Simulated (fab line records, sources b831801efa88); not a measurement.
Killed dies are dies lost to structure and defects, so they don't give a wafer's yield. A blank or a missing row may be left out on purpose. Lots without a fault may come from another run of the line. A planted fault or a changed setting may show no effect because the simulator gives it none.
Chamber matching | flow sky130 | SKY_VIA2_CMP_02 on cmp-01: 4 sister chambers
The step polishes SiO2. 4 wafers are shown with their chamber, then 9 later ones without.

WAFERS WITH THEIR CHAMBER
wafer  | chamber | motor_current_A (A)
L612.5 | 1       | 11.3
L612.6 | 0       | 12.0
L613.2 | 3       | 14.2
L613.6 | 2       | 13.0

WAFERS WITHOUT THEIR CHAMBER
wafer  | motor_current_A (A)
L616.3 | 12.2
L616.4 | 15.0
L616.5 | 14.2
L617.2 | 11.3
L617.4 | 11.6
L617.6 | 13.0
L619.1 | 13.3
L619.2 | 15.1
L619.4 | 12.2

WHICH CHAMBER EACH WENT THROUGH
wafer  | from the rows above          | in truth
L616.3 | can't be placed: 0 or 2 or 1 | 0
L616.4 | 3                            | 3
L616.5 | 3                            | 3
L617.2 | can't be placed: 1 or 0      | 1
L617.4 | can't be placed: 1 or 0      | 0
L617.6 | 2                            | 2
L619.1 | can't be placed: 2 or 3      | 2
L619.2 | 3                            | 3
L619.4 | can't be placed: 0 or 2 or 1 | 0
Placed correctly: 4 of 9. Can't be placed from these rows: 5 (the true chamber is among the candidates in 5). Placed wrongly: 0.
How it was worked out, from the rows above alone: a wafer's distance from a chamber is the root of the sum, over the readings, of the square of ((its reading less the chamber's mean) divided by the reading's scatter). The wafer belongs to the nearest chamber; if the next one is less than 2 further off, it can't be placed. A chamber's mean is the mean of its shown wafers. The scatter: with one shown wafer a chamber, the root of the mean of the squares of how far each hidden wafer lies from its nearest shown one.
